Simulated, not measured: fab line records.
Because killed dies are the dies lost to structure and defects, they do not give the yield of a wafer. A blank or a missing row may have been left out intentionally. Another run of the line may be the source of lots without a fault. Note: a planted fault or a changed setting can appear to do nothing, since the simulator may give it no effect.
Which of the tools did it?	flow sky130	10 lots, 30 wafers sampled, at 1 step of a route of 708

## WHAT THE GAUGES READ, wafer by wafer
SKY_METAL4_CD_MEAS_13: target cd 300 nm.
lot	measured	on	cd_nm (nm)
L723	day 44 01:03	cd_sem-02	300.5 301.0 300.2
L724	day 44 03:56	cd_sem-01	301.4 301.7 301.0
L725	day 44 08:08	cd_sem-02	300.1 299.9 300.2
L735	day 46 12:01	cd_sem-01	301.0 301.0 302.0
L733	day 46 14:05	cd_sem-01	300.5 299.3 299.2
L737	day 46 21:08	cd_sem-02	300.5 299.6 299.2
L738	day 47 02:16	cd_sem-01	302.0 301.7 299.7
L739	day 47 03:59	cd_sem-02	299.2 300.6 298.9
L741	day 47 15:22	cd_sem-01	302.5 301.5 302.6
L740	day 47 16:39	cd_sem-02	298.8 299.0 299.7

## WHAT TOOL EACH LOT RAN ON (gives the tool, then ch and the chambers of the sampled wafers, and finally the start)
The record holds no process step before these readings.

## AS READ BY THE TOOLS THEMSELVES (means over the sampled wafers that have a number; for cases with no such wafer, the mark the record gives instead)
The record holds no such reading with a usual standard deviation.

## THE ANSWER, worked out from the rows above alone
Rule: what is usual is taken from the lots themselves. The widest of any qualifying gaps counts: lots, ordered by their means at a reading, are off when they make up no more than a third of the lots, leave a main group of 4 or more, and stand apart from it by 3 or more times the standard deviation of that group's means. A main group is skipped when, at the precision printed for the reading in the tables above, its means are all equal. Also off: a lot with no number at a reading for which 4 or more lots have one. Where the step has rows for the other lots, those lots are counted as sound. First the gauges in route order, then the tools' own readings, where a lot's mean is used as printed above. At the first step where some lot is off, the reading lying furthest off is the one used; lots without a number count as furthest.
No lot is off at any reading shown: from this, nothing can be told.

## WHAT THE SIMULATOR PUT IN
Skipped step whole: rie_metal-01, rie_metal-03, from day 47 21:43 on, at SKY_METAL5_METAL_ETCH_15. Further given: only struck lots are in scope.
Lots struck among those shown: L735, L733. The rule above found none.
